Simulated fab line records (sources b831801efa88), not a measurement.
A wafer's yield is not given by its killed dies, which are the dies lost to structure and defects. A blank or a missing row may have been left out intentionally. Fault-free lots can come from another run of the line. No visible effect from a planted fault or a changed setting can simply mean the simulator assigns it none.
What tool caused it? ; flow sky130 ; 12 lots, 36 wafers sampled, at 6 steps of a route of 708

## WHAT THE GAUGES READ, wafer by wafer
SKY_CONTACT_RS_MEAS_25: measures by four-point-probe. Usual: CONTACT_W_RS typically reads 0.336 ohm/sq, with standard deviation 0.0041.
lot;measured;on;CONTACT_W_RS (ohm/sq);flag
L668;day 32 22:13;filmMetro-03;0.331 0.332 0.330;
L670;day 33 05:30;filmMetro-01;0.343 0.344 0.338;
L674;day 34 06:01;filmMetro-04;0.339 0.337 0.338;
L676;day 34 18:56;filmMetro-03;0.338 0.336 0.343;
L675;day 34 20:33;filmMetro-03;0.336 0.335 0.339;
L677;day 35 00:52;filmMetro-01;0.333 0.330 0.331;
L679;day 35 21:56;filmMetro-04;0.335 0.337 0.338;
L682;day 37 00:56;filmMetro-01;57.007 57.611 56.861;OFF
L683;day 37 03:25;filmMetro-04;57.533 57.742 58.357;OFF
L684;day 37 04:52;filmMetro-04;59.309 59.771 58.999;OFF
L685;day 37 15:11;filmMetro-01;0.334 0.338 0.335;
L690;day 40 00:12;filmMetro-04;0.338 0.341 0.340;

SKY_CONTACT_THK_MEAS_26: measures by xrf. Usual: CONTACT_W_THK typically reads 336 nm, with standard deviation 4.5.
lot;measured;on;CONTACT_W_THK (nm);flag
L668;day 32 22:20;filmMetro-03;341 342 339;
L670;day 33 05:37;filmMetro-01;326 326 331;
L674;day 34 06:07;filmMetro-04;333 339 336;
L676;day 34 19:03;filmMetro-03;333 336 331;
L675;day 34 20:38;filmMetro-03;337 339 334;
L677;day 35 00:58;filmMetro-01;337 339 335;
L679;day 35 22:03;filmMetro-04;341 339 340;
L682;day 37 01:03;filmMetro-01;<0 <0 <0;OFF
L683;day 37 03:31;filmMetro-04;<0 <0 <0;OFF
L684;day 37 04:58;filmMetro-04;<0 <0 <0;OFF
L685;day 37 15:18;filmMetro-01;340 336 340;
L690;day 40 00:19;filmMetro-04;336 333 333;

SKY_METAL1_RS_MEAS_05: measures by four-point-probe. Usual: METAL1_ALCU_RS typically reads 0.1271 ohm/sq, with standard deviation 0.0012.
lot;measured;on;METAL1_ALCU_RS (ohm/sq);flag
L668;day 32 22:50;filmMetro-03;0.1290 0.1258 0.1288;
L670;day 33 06:07;filmMetro-01;0.1280 0.1281 0.1285;
L674;day 34 06:38;filmMetro-01;0.1262 0.1273 0.1265;
L676;day 34 19:48;filmMetro-01;0.1284 0.1290 0.1288;
L675;day 34 21:10;filmMetro-03;0.1277 0.1264 0.1252;
L677;day 35 01:29;filmMetro-01;0.1281 0.1259 0.1276;
L679;day 35 22:33;filmMetro-03;0.1269 0.1270 0.1277;
L685;day 37 15:49;filmMetro-01;0.1260 0.1266 0.1259;
L690;day 40 00:52;filmMetro-01;0.1261 0.1283 0.1273;

## EACH LOT AND THE TOOL THAT RAN IT (in order: tool; ch and the chambers of the sampled wafers; start)
lot;SKY_CONTACT_ETCH_16;SKY_CONTACT_CVD_24;SKY_METAL1_SPUTTER_00
L668;rieDiel-02 ch 0,3, day 32 21:14;cvdW-01 ch 0,1, day 32 22:05;pvdSputter-04, day 32 22:41
L670;rieDiel-02 ch 0,2,3, day 33 04:34;cvdW-02 ch 0,1, day 33 05:22;pvdSputter-02, day 33 05:58
L674;rieDiel-04 ch 0,1,3, day 34 05:04;cvdW-02 ch 0,1, day 34 05:53;pvdSputter-02, day 34 06:27
L676;rieDiel-02 ch 2,3, day 34 18:01;cvdW-02 ch 0,1, day 34 18:49;pvdSputter-04, day 34 19:38
L675;rieDiel-03 ch 1,2,3, day 34 19:35;cvdW-02 ch 0,1, day 34 20:25;pvdSputter-04, day 34 20:58
L677;rieDiel-03 ch 1,2, day 34 23:56;cvdW-02 ch 1, day 35 00:44;pvdSputter-04, day 35 01:19
L679;rieDiel-04 ch 0,1,3, day 35 21:01;cvdW-02 ch 0,1, day 35 21:49;pvdSputter-01, day 35 22:25
L682;rieDiel-02 ch 1,2,3, day 37 00:01;cvdW-02 ch 0,1, day 37 00:49;-
L683;rieDiel-03 ch 1,3, day 37 02:25;cvdW-02 ch 0,1, day 37 03:19;-
L684;rieDiel-04 ch 0,1,2, day 37 03:55;cvdW-02 ch 0,1, day 37 04:45;-
L685;rieDiel-04 ch 1,2,3, day 37 14:16;cvdW-01 ch 1, day 37 15:04;pvdSputter-01, day 37 15:39
L690;rieDiel-02 ch 0,1,2, day 39 22:47;cvdW-02 ch 0,1, day 40 00:05;pvdSputter-04, day 40 00:43
- SKY_CONTACT_ETCH_16: etches BARC in N2/H2, stops on SiO2, time 45.9 s, target depth 60 nm.
- SKY_CONTACT_CVD_24: deposits W, target thk 340 nm, time 102.12 s.
- SKY_METAL1_SPUTTER_00: material Ti, target thk 15 nm, time 10 s.

## WHAT THE TOOLS THEMSELVES READ (means of the sampled wafers that have a number; where no wafer has one, the mark that the record gives instead)
SKY_CONTACT_ETCH_16. Usual: drypumpMotorCurrentA 5.9 A, standard deviation 0.32; oesProductAu 0.855 a.u., standard deviation 0.0048; throttleValvePct 13.225 %, standard deviation 0.0089.
lot;tool;drypumpMotorCurrentA (A);oesProductAu (a.u.);throttleValvePct (%);flag
L668;rieDiel-02;5.8;0.852;13.225;
L670;rieDiel-02;5.7;0.857;13.227;
L674;rieDiel-04;5.9;0.855;13.232;
L676;rieDiel-02;5.7;0.855;13.234;
L675;rieDiel-03;6.2;0.852;13.238;
L677;rieDiel-03;6.1;0.858;13.224;
L679;rieDiel-04;5.9;0.861;13.224;
L682;rieDiel-02;5.6;0.851;13.227;
L683;rieDiel-03;6.0;0.854;13.230;
L684;rieDiel-04;6.0;0.856;13.231;
L685;rieDiel-04;6.1;0.858;13.227;
L690;rieDiel-02;5.9;0.853;13.226;

SKY_CONTACT_CVD_24. Usual: chamberPressureTorr 40.01 Torr, standard deviation 0.095; heaterPowerOuterW 597 W, standard deviation 57; heaterPowerW 954 W, standard deviation 100.
lot;tool;chamberPressureTorr (Torr);heaterPowerOuterW (W);heaterPowerW (W);flag
L668;cvdW-01;39.95;590;958;
L670;cvdW-02;39.94;631;1003;
L674;cvdW-02;39.97;639;1010;
L676;cvdW-02;39.89;590;948;
L675;cvdW-02;40.08;635;996;
L677;cvdW-02;39.88;669;1065;
L679;cvdW-02;40.00;600;947;
L682;cvdW-02;-;-;-;OFF
L683;cvdW-02;-;-;-;OFF
L684;cvdW-02;-;-;-;OFF
L685;cvdW-01;40.14;537;835;
L690;cvdW-02;40.07;601;955;

SKY_METAL1_SPUTTER_00. Usual: throttleValvePct reads 29.5 % (standard deviation 1.1).
lot;tool;throttleValvePct (%);flag
L668;pvdSputter-04;29.6;
L670;pvdSputter-02;29.6;
L674;pvdSputter-02;28.8;
L676;pvdSputter-04;29.6;
L675;pvdSputter-04;29.8;
L677;pvdSputter-04;29.4;
L679;pvdSputter-01;31.3;
L685;pvdSputter-01;29.9;
L690;pvdSputter-04;29.6;

## THE ANSWER, worked out from the rows above alone
Rule: lot off if the mean of its wafers having a number is beyond 3 standard deviations from the usual mean. Also off: a lot with no number at a reading for which 4 or more lots have one. The other lots that the step has rows for count as sound. Order of review: gauges by route order, followed by the tools' own readings, for which a lot's mean as printed above is used. The first step at which some lot is off is used, and at that step the reading that is off furthest; a lot without a number counts as furthest.
Off: L682, L683, L684, seen at SKY_CONTACT_RS_MEAS_25 (CONTACT_W_RS).
If a tool, at a process step before that reading, ran all the lots that are off and no sound lot after the first of them, it fits. Not tried: the gauges at SKY_CONTACT_RS_MEAS_25; whatever is off there is also off at SKY_CONTACT_CVD_24, on other tools, and gauge error can't account for it. Not one of the candidates tried fits.

## WHAT THE SIMULATOR HAD INSERTED
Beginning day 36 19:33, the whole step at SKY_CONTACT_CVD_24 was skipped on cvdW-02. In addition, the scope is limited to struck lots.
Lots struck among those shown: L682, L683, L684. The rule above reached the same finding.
